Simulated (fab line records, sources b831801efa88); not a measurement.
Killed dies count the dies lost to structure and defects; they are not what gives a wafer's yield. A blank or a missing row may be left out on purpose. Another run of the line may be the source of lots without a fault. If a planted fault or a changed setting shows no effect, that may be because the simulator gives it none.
Which of the tools did it? + flow gf180mcu + 20 wafers from 7 lots sampled at 2 of the route's 602 steps

WHAT EACH GAUGE READ, for each wafer
GF_HV_LDD_CD_MEAS_19 targets a cd of 400 nm.
| lot  | measured     | on       | cdNm (nm)         |
|------|--------------|----------|-------------------|
| L778 | day 11 01:22 | cdSem-01 | 402.2 399.3 399.7 |
| L784 | day 12 23:41 | cdSem-02 | 399.0 400.4 402.0 |
| L786 | day 13 18:19 | cdSem-02 | 397.9 400.0 397.4 |
| L788 | day 14 09:21 | cdSem-02 | 398.5 397.3       |
| L796 | day 16 18:43 | cdSem-01 | 398.0 395.8 397.7 |
| L798 | day 17 07:56 | cdSem-01 | 399.2 397.3 397.2 |
| L800 | day 18 03:50 | cdSem-02 | 399.7 399.6 398.7 |

TOOL THAT RAN EACH LOT (tool first, then ch and the chambers of the sampled wafers, then the start)
| lot  | GF_HV_LDD_STRIP_10                  |
|------|-------------------------------------|
| L778 | plasmaAsher-03 ch 0,1, day 10 07:17 |
| L784 | plasmaAsher-01 ch 0,1, day 12 03:58 |
| L786 | plasmaAsher-04 ch 0,1, day 12 23:02 |
| L788 | plasmaAsher-03 ch 0, day 13 12:44   |
| L796 | plasmaAsher-01 ch 0,1, day 15 20:25 |
| L798 | plasmaAsher-01 ch 0,1, day 16 08:53 |
| L800 | plasmaAsher-04 ch 0,1, day 17 04:38 |
- GF_HV_LDD_STRIP_10: strips in O2/N2.

THE ANSWER, worked out from the rows above alone
Rule: what is usual is taken from the lots themselves. The widest of any qualifying gaps counts: lots, ordered by their means at a reading, are off when they make up no more than a third of the lots, leave a main group of 4 or more, and stand apart from it by 3 or more times the standard deviation of that group's means. Not used: any main group whose means are identical at the precision the tables above print for the reading. Also off: a lot with no number at a reading for which 4 or more lots have one. Where the step has rows for the other lots, those lots are counted as sound.
Nothing can be told from this: no lot is off at any reading shown.

WHAT THE SIMULATOR HAD PUT IN
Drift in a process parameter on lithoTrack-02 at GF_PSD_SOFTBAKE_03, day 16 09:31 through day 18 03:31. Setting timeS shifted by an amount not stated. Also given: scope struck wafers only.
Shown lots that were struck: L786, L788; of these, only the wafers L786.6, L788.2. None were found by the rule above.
